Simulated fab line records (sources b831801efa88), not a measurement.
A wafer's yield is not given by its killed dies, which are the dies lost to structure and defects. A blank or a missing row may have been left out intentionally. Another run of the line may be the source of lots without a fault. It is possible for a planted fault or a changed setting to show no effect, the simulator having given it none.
Matching of chambers | flow gf180mcu | rieDiel-02 running GF_V1_ETCH_16: 4 sister chambers
The step etches BARC in N2/H2. 14 wafers are shown with their chamber, then 7 later ones without.

## WAFERS WITH THEIR CHAMBER
wafer  | chamber | drypumpMotorCurrentA (A) | oesProductAu (a.u.) | throttleValvePct (%)
L590.1 | 2       | 5.7                      | 0.857               | 13.218
L590.3 | 3       | 5.5                      | 0.861               | 13.225
L590.5 | 0       | 5.3                      | 0.846               | 13.233
L593.2 | 0       | 5.3                      | 0.857               | 13.227
L593.4 | 2       | 5.7                      | 0.855               | 13.235
L593.6 | 0       | 5.3                      | 0.850               | 13.228
L594.1 | 2       | 5.7                      | 0.849               | 13.244
L594.3 | 1       | 6.1                      | 0.859               | 13.213
L594.5 | 0       | 5.3                      | 0.853               | 13.226
L595.1 | 1       | 6.2                      | 0.862               | 13.216
L595.2 | 3       | 5.5                      | 0.859               | 13.227
L595.5 | 1       | 6.2                      | 0.867               | 13.222
L598.2 | 3       | 5.5                      | 0.864               | 13.228
L598.4 | 2       | 5.7                      | 0.855               | 13.227

SIGNATURES (averages over the wafers above)
reading              | chamber 0 | chamber 1 | chamber 2 | chamber 3 | scatter within a chamber
drypumpMotorCurrentA | 5.300     | 6.167     | 5.700     | 5.500     | 0.0258
oesProductAu         | 0.85150   | 0.86267   | 0.85400   | 0.86133   | 0.00383
throttleValvePct     | 13.22850  | 13.21700  | 13.23100  | 13.22667  | 0.00668
Rule: a wafer's distance from a chamber is the root of the sum, over the readings, of the square of ((its reading less the chamber's mean) divided by the reading's scatter). The wafer belongs to the nearest chamber; if the next one is less than 2 further off, it can't be placed. The scatter is the square root of a quotient: the sum, over the shown wafers, of each reading's squared deviation from its chamber's mean, divided by wafers minus chambers.

## WAFERS WITHOUT THEIR CHAMBER
wafer  | drypumpMotorCurrentA (A) | oesProductAu (a.u.) | throttleValvePct (%)
L598.6 | 5.5                      | 0.863               | 13.235
L608.4 | 5.3                      | 0.848               | 13.217
L608.5 | 6.2                      | 0.849               | 13.237
L608.6 | 5.7                      | 0.859               | 13.214
L609.1 | 5.5                      | 0.842               | 13.228
L609.3 | 6.2                      | 0.861               | 13.212
L609.4 | 5.7                      | 0.850               | 13.219

## THE CHAMBER EACH PASSED THROUGH
wafer  | from the rows above | in truth
L598.6 | 3                   | 3
L608.4 | 0                   | 0
L608.5 | 1                   | 1
L608.6 | 2                   | 2
L609.1 | 3                   | 3
L609.3 | 1                   | 1
L609.4 | 2                   | 2
Correct placement for 7 of the 7. Not placeable from these rows: 0. Number placed wrongly: 0.
